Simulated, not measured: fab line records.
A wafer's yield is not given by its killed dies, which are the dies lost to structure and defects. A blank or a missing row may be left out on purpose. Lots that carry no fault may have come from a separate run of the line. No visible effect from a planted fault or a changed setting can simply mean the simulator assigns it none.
Chamber matching ; flow gf180mcu ; 4 sister chambers for GF_V1_CMP_04 on cmp-02
The step polishes SiO2. 14 wafers are shown with their chamber, then 7 later ones without.

== EACH WAFER AND ITS CHAMBER ==
wafer;chamber;motor current A (A);time to endpoint s (s)
L424.1;1;11.4;82
L424.4;3;12.4;88
L424.6;1;10.9;91
L425.3;0;12.6;78
L425.4;3;12.3;82
L425.5;3;11.8;80
L435.2;2;11.9;78
L435.4;0;12.7;85
L435.5;3;11.9;79
L437.1;2;11.3;71
L437.2;1;11.1;79
L437.3;0;12.0;75
L439.2;2;12.0;75
L439.3;3;12.0;74

SIGNATURES (means of the wafers above)
reading;chamber 0;chamber 1;chamber 2;chamber 3;scatter within a chamber
motor current A;12.433;11.133;11.733;12.080;0.311
time to endpoint s;79.33;84.00;74.67;80.60;5.08
Rule: for each reading, subtract the chamber's mean from the wafer's reading, divide by that reading's scatter and square the result; add these up over the readings and take the root, which gives the wafer's distance from the chamber. If the next closest chamber is less than 2 further off than the closest, the wafer can't be placed; otherwise it belongs to the closest. The scatter: take each reading less its chamber's mean, square it, sum over the shown wafers, divide by the number of wafers less the number of chambers, and take the root.

== WAFERS WITH NO CHAMBER GIVEN ==
wafer;motor current A (A);time to endpoint s (s)
L439.5;12.8;81
L440.1;12.5;77
L440.2;11.5;78
L440.4;11.8;74
L441.1;10.8;75
L441.2;11.6;82
L441.4;11.7;83

== WHICH CHAMBER EACH WENT THROUGH ==
wafer;from the rows above;in truth
L439.5;can't be placed: 0 or 3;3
L440.1;can't be placed: 0 or 3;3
L440.2;can't be placed: 2 or 1 or 3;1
L440.4;can't be placed: 2 or 3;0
L441.1;can't be placed: 1 or 2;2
L441.2;can't be placed: 2 or 1 or 3 or 0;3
L441.4;can't be placed: 3 or 2 or 1 or 0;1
0 of 7 placed correctly. Cannot be placed on the basis of these rows: 7; the candidates contain the true chamber in 6. Placed wrongly: 0.
